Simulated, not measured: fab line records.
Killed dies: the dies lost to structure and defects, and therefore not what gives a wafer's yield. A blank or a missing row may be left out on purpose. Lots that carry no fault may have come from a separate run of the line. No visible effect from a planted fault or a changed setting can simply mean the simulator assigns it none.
Comparing a struck lot with a sound one	flow gf180mcu	18 out of 602 route steps
Sound: wafers L290.2, L290.3, L290.4. The struck wafers were L281.3, L281.4, L281.5. The cause is named last.
Each step with rows lists, per side, the tool, then ch with its chambers, then its first start. Under that, the readings that differ: sound wafers	struck wafers	difference of the means	sigmas: that difference in standard deviations of wafers without a fault.
alike: readings whose means differ by less than 2 such deviations, and words and numbers that are the same on both sides. not compared: withheld readings, readings that some wafer has no value for, bounds like >300 that may hide the same value, and numbers for which the record gives no deviation and whose values overlap.
The two part at a step that has a row with sigmas, a row that says differs or no value, or rows on one side only. When numbers do not overlap yet have no deviation, they are printed without sigmas and do not part them. A reading missing from all wafers of one side parts the sides only when that side holds two or more wafers.

first, 3 steps without rows for these wafers: GF_V4_EXPOSE_11 (exposes mask Via4, target cd 260 nm); GF_V4_PEB_12 (peb time 90 s); GF_V4_DEVELOP_13 (develop time 60 s).
GF_V4_CD_MEAS_14: target cd 260 nm.
  sound on cd sem-01, day 31 00:47; struck on cd sem-02, day 28 05:01
  alike: cd nm
GF_V4_OVL_MEAS_15:
  sound on overlay-02, day 31 00:53; struck on overlay-01, day 28 05:06
  alike: V4_OVL
GF_V4_ETCH_16: etches BARC in N2/H2.
  sound on rie diel-02 ch 1,2,3, day 31 00:55; struck on rie diel-02 ch 0,1,3, day 28 05:07
reading	sound	struck	difference	sigmas
throttle valve pct (%)	13.213 13.214 13.225	13.233 13.246 13.234	+0.020	+2
  alike: drypump motor current A, oes product au
then, 1 step without rows for these wafers: GF_V4_ETCH_17 (etches SiO2 in C4F8/O2/Ar, stops on TiN, target depth 630 nm).
GF_V4_STRIP_18: strips in O2/N2.
  sound on plasma asher-04 ch 0,1, day 31 01:02; struck on plasma asher-03 ch 0,1, day 28 05:17
reading	sound	struck	difference	sigmas
drypump motor current A (A)	5.2 5.5 5.2	6.0 6.7 6.7	+1.2	+2
  alike: heater power w, oes product au
  not compared: rf hours counter h
then, 2 steps without rows for these wafers: GF_V4_STRIP_19 (strips in post etch residue remover, time 1200 s); GF_V4_CLEAN_20 (cleans in DIW).
GF_V4_SPUTTER_21: material Ti, target thk 15 nm, time 80.02 s.
  sound on pvd sputter-04, day 31 01:37; struck on pvd sputter-04, day 28 05:47
  alike: throttle valve pct
GF_V4_SPUTTER_22: material TiN, target thk 10 nm, time 40 s.
  sound on pvd sputter-04, day 31 01:41; struck on pvd sputter-04, day 28 05:51
  alike: throttle valve pct
GF_V4_CVD_23: deposits W, target thk 350 nm, time 104.9 s.
  sound on cvd w-01 ch 1, day 31 01:45; struck on cvd w-01 ch 1, day 28 05:58
reading	sound	struck	difference	sigmas
model.W_of_V4_CVD_23.thk nm (nm)	349.2 348.5 348.6	517.1 519.5 514.8	+168.4	
  alike: heater power w
GF_V4_RS_MEAS_24: the measuring method here is four-point-probe.
  sound on film metro-03, day 31 01:58; struck on film metro-03, day 28 06:09
reading	sound	struck	difference	sigmas
V4_W_RS (ohm/sq)	0.327 0.329 0.329	0.221 0.220 0.222	-0.107	-33
GF_V4_THK_MEAS_25: measures by xrf.
  sound on film metro-03, day 31 02:04; struck on film metro-03, day 28 06:15
reading	sound	struck	difference	sigmas
V4_W_THK (nm)	337 336 337	488 490 487	+152	+37
GF_V4_CMP_26: polishes, stops on SiO2, t overpolish 15 s, target thk 0 nm.
  sound on cmp-02 ch 0,1,3, day 31 02:10; struck on cmp-02 ch 0,1,3, day 28 06:20
reading	sound	struck	difference	sigmas
time to endpoint s (s)	91 89 85	122 125 129	+37	+10
  alike: motor current A, retaining ring pressure frac
GF_MIM_SPUTTER_00: material Ti, target thk 37.5 nm, time 150 s.
  sound on pvd sputter-04, day 31 02:25; struck on pvd sputter-03, day 28 06:35
  alike: throttle valve pct
-- the record jumps here: 4 days lie between the struck wafers' starts before and after (it left off in module MIM and takes up again in module PASSIVATION, whose first step shown is number 602 of the route) --
GF_PASSIVATION_PROBE_99:
  the record has rows for the struck wafers here (prober-01, day 32 09:56) and none for the sound ones

## WHERE THEY PART
First at GF_V4_ETCH_16; last, within this record, at GF_PASSIVATION_PROBE_99.

WHY: the cause the simulator had injected
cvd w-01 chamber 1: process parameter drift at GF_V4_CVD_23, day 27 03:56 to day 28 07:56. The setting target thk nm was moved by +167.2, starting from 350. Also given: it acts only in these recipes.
